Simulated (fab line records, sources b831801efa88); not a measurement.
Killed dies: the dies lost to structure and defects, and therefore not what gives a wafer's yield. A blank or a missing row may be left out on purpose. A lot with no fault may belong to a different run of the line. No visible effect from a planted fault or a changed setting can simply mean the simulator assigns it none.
A lot that was struck, set against a sound lot || flow gf180mcu || 14 out of 602 route steps
Sound: wafers L288.2, L288.3, L288.6. The struck wafers were L294.1, L294.4, L294.5. The cause is named last.
Per side, at each step with rows, come the tool, then ch with its chambers, and then its first start. Under that, the readings that differ: sound wafers || struck wafers || difference of the means || sigmas: that difference in standard deviations of wafers without a fault.
alike: readings with means less than 2 such deviations apart, plus words and numbers identical on both sides. not compared: withheld readings, readings lacking a value on some wafer, bounds such as >300 that could conceal the same value, and numbers that have no deviation in the record and whose values overlap.
A row with sigmas, a row that says differs or no value, or rows on one side alone: a step with any of these is where the two part. Numbers that have no deviation but don't overlap get no sigmas and don't part them. Lack of a reading on every wafer of one side parts them only where that side has two or more wafers.

first, 3 steps without rows for these wafers: GF_HV_LDD_EXPOSE_04 (exposes mask Nplus LV AREA, target cd 400 nm); GF_HV_LDD_PEB_05; GF_HV_LDD_DEVELOP_06 (develop time 60 s).
GF_HV_LDD_CD_MEAS_07: target cd 400 nm.
  sound on cd-sem-02, day 12 13:24; struck on cd-sem-02, day 13 22:47
  alike: cd-nm
GF_HV_LDD_OVL_MEAS_08:
  sound on overlay-02, day 12 13:30; struck on overlay-01, day 13 22:54
{"reading": "HV_LDD_OVL (nm)", "sound": "0.0 2.5 1.7", "struck": "-0.8 -2.9 -0.9", "difference": -2.9, "sigmas": -2}
next, for these wafers, 1 step has no rows: GF_HV_LDD_IMPLANT_09.
GF_HV_LDD_STRIP_10: strips in O2/N2.
  sound on plasma-asher-04 ch 0,1, day 12 13:41; struck on plasma-asher-03 ch 0, day 13 23:05
{"reading": "heater-power-w (W)", "sound": "355 404 351", "struck": "302 305 303", "difference": -67, "sigmas": -2}
  alike: drypump-motor-current-A, n2-flow-sccm, oes-product-au, strip-time-to-endpoint-s
  not compared: rf-hours-counter-h
GF_HV_LDD_TW_MEAS_11:
  sound on film-metro-02, day 12 13:47; struck on film-metro-02, day 13 23:11
  alike: HV_LDD_TW
then, 4 steps without rows for these wafers: GF_HV_LDD_DEHYDRATE_12 (time 60 s); GF_HV_LDD_HMDS_13 (prime time 60 s); GF_HV_LDD_COAT_14 (resist thk 1000 nm); GF_HV_LDD_SOFTBAKE_15 (time 60 s).
GF_HV_LDD_EXPOSE_16: exposes mask Pplus LV AREA, target cd 400 nm.
  struck on iline-stepper-01, day 14 09:24; sound on iline-stepper-01 ch 0, day 12 23:46
  no value came back on the struck wafers for exposure-dose-mJ-cm2, focus-offset-nm (nm), sigma-outer; on the sound wafers exposure-dose-mJ-cm2 reads 140.07 139.73 140.09
{"reading": "model.HV_LDD.overlay-x-nm (nm)", "sound": "0.06728 0.06728 0.06728", "struck": "-0.2009 -0.2009 -0.2009", "difference": -0.2682, "sigmas": ""}
  alike: mask
next, for these wafers, 1 step has no rows: GF_HV_LDD_PEB_17.

WHERE THEY PART
Last at GF_HV_LDD_EXPOSE_16 as far as this record goes, first at GF_HV_LDD_OVL_MEAS_08.

WHY: what the simulator had put in
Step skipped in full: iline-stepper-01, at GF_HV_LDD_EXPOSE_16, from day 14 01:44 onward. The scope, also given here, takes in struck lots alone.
